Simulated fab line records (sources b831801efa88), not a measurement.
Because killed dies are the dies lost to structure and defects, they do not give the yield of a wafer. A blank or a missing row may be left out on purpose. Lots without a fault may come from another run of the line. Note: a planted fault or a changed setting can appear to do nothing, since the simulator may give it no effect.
Comparing a struck lot with a sound one ; flow sky130 ; 35 steps out of a route of 708
Sound: the wafers L730.1, L730.3, L730.5. Struck: wafer L739.2. The cause comes at the end.
Per side, at each step with rows, come the tool, then ch with its chambers, and then its first start. Under that, the readings that differ: sound wafers ; struck wafers ; difference of the means ; sigmas: that difference in standard deviations of wafers without a fault.
alike: readings whose means differ by less than 2 such deviations, and words and numbers that are the same on both sides. not compared: withheld readings, readings that some wafer has no value for, bounds like >300 that may hide the same value, and numbers for which the record gives no deviation and whose values overlap.
The two part at a step that has a row with sigmas, a row that says differs or no value, or rows on one side only. Numbers that have no deviation but don't overlap get no sigmas and don't part them. Lack of a reading on every wafer of one side parts them only where that side has two or more wafers.

first, 4 steps without rows for these wafers: SKY_METAL5_SOFTBAKE_10 (time 60 s); SKY_METAL5_EXPOSE_11 (exposes mask MM5, target cd 1600 nm); SKY_METAL5_PEB_12; SKY_METAL5_DEVELOP_13 (develop time 60 s).
SKY_METAL5_DESCUM_14: chemistry O2, time 11 s.
  sound on rie-metal-02 ch 0, day 46 11:08; struck on rie-metal-03 ch 1, day 48 07:56
  alike: drypump-motor-current-A, oes-product-au, temp-c
  not compared: rf-hours-counter-h
then, 1 step without rows for these wafers: SKY_METAL5_METAL_ETCH_15 (etches the open film in Cl2/BCl3, stops on SiO2, target depth 1260 nm, time 252 s).
SKY_METAL5_STRIP_16: strips in O2/N2.
  sound on plasma-asher-01 ch 0,1, day 46 11:24; struck on plasma-asher-02 ch 0, day 48 08:13
  alike: drypump-motor-current-A, oes-product-au, strip-time-to-endpoint-s
  not compared: rf-hours-counter-h
then, 3 steps without rows for these wafers: SKY_METAL5_STRIP_17 (strips in post etch residue remover, time 1200 s); SKY_METAL5_CLEAN_18 (cleans in IPA, time 180 s); SKY_METAL5_CLEAN_19 (cleans in O3/DIW).
SKY_PASSIVATION_CVD_00: deposits SiO2, target thk 90 nm.
  sound on pecvd-03 ch 0,2, day 46 12:20; struck on pecvd-04 ch 1, day 48 08:48
reading;sound;struck;difference;sigmas
heater-power-w (W);682 750 688;470;-237;-2
SKY_PASSIVATION_THK_MEAS_01:
  struck on film-metro-03, day 48 08:50; sound on film-metro-03, day 46 12:22
reading;sound;struck;difference;sigmas
PASSIVATION_CVD_00_THK (nm);90.9 91.9 91.9;88.1;-3.5;-3
SKY_PASSIVATION_CVD_02: deposits Si3N4, target thk 540 nm.
  sound on pecvd-02 ch 1,2, day 46 12:25; struck on pecvd-02 ch 2, day 48 08:53
reading;sound;struck;difference;sigmas
model.Si3N4_of_PASSIVATION_CVD_02.thk-nm (nm);540.7 540.9 543.6;468.9;-72.8;
  alike: heater-power-w
SKY_PASSIVATION_THK_MEAS_03:
  struck on film-metro-03, day 48 09:07; sound on film-metro-02, day 46 12:38
reading;sound;struck;difference;sigmas
PASSIVATION_CVD_02_THK (nm);541 540 543;469;-72;-10
then, 7 steps without rows for these wafers: SKY_PASSIVATION_DEHYDRATE_04 (time 60 s); SKY_PASSIVATION_HMDS_05 (prime time 60 s); SKY_PASSIVATION_COAT_06 (resist thk 3000 nm); SKY_PASSIVATION_SOFTBAKE_07; SKY_PASSIVATION_EXPOSE_08 (exposes mask NSM, target cd 3000 nm); SKY_PASSIVATION_PEB_09; SKY_PASSIVATION_DEVELOP_10 (develop time 60 s).
SKY_PASSIVATION_ETCH_11: etches the open film in CF4/O2, stops on AlCu, target depth 725 nm, time 161.1 s.
  sound on rie-diel-02 ch 0,1, day 47 07:11; struck on rie-diel-01 ch 0, day 49 04:14
reading;sound;struck;difference;sigmas
bias-w (W);149.6 150.0 149.9;149.0;-0.8;-2
oes-product-au (a.u.);0.983 0.991 0.972;0.920;-0.062;-8
model.PASSIVATION.feature-depth-nm (nm);706.4 706.5 709.8;633.2;-74.4;
model.etch.depth-nm (nm);706.4 706.5 709.8;633.2;-74.4;
  alike: drypump-motor-current-A, throttle-valve-pct
  not compared: rf-hours-counter-h
SKY_PASSIVATION_STRIP_12: strips in O2/N2.
  sound on plasma-asher-01 ch 0,1, day 47 07:17; struck on plasma-asher-02 ch 1, day 49 04:20
  alike: drypump-motor-current-A, oes-product-au, strip-time-to-endpoint-s
  not compared: rf-hours-counter-h
then, 7 steps without rows for these wafers: SKY_PAD_OPEN_DEHYDRATE_00 (time 60 s); SKY_PAD_OPEN_HMDS_01 (prime time 60 s); SKY_PAD_OPEN_COAT_02 (resist thk 3000 nm); SKY_PAD_OPEN_SOFTBAKE_03; SKY_PAD_OPEN_EXPOSE_04 (exposes mask PDM, target cd 60000 nm); SKY_PAD_OPEN_PEB_05; SKY_PAD_OPEN_DEVELOP_06 (develop time 60 s).
SKY_PAD_OPEN_ETCH_07: etches the open film in CF4/O2, stops on AlCu, target depth 725 nm, time 161.1 s.
  sound on rie-diel-04 ch 2,3, day 48 03:01; struck on rie-diel-02 ch 0, day 49 22:25
reading;sound;struck;difference;sigmas
oes-product-au (a.u.);0.974 0.976 0.974;0.919;-0.056;-7
model.etch.depth-nm (nm);706.4 706.5 709.8;633.2;-74.4;
model.PAD_OPEN.feature-depth-nm (nm);706.4 706.5 709.8;633.2;-74.4;
  alike: bias-w, drypump-motor-current-A, throttle-valve-pct
  not compared: rf-hours-counter-h
SKY_PAD_OPEN_STRIP_08: strips in O2/N2.
  sound on plasma-asher-02 ch 0,1, day 48 03:08; struck on plasma-asher-04 ch 0, day 49 22:32
  alike: drypump-motor-current-A, oes-product-au, strip-time-to-endpoint-s
  not compared: rf-hours-counter-h
SKY_PAD_OPEN_STRIP_09: strips in post etch residue remover, time 1200 s.
  sound on wet-bench-02 ch 1, day 48 03:14; struck on wet-bench-04 ch 1, day 49 22:38
reading;sound;struck;difference;sigmas
model.Si3N4_of_PASSIVATION_CVD_02.thk-nm (nm);540.3 540.5 543.3;468.6;-72.8;
  alike: bath-guard-temp-C, temp-c
then, 1 step without rows for these wafers: SKY_PAD_OPEN_CLEAN_10 (cleans in IPA, time 180 s).
SKY_PAD_OPEN_PROBE_99:
  only the struck wafers here have rows in the record (prober-02, day 50 00:50); the sound ones have none

== WHERE THEY PART ==
Earliest at SKY_PASSIVATION_CVD_00; latest, in this record, at SKY_PAD_OPEN_PROBE_99.

WHY: whatever the simulator had introduced
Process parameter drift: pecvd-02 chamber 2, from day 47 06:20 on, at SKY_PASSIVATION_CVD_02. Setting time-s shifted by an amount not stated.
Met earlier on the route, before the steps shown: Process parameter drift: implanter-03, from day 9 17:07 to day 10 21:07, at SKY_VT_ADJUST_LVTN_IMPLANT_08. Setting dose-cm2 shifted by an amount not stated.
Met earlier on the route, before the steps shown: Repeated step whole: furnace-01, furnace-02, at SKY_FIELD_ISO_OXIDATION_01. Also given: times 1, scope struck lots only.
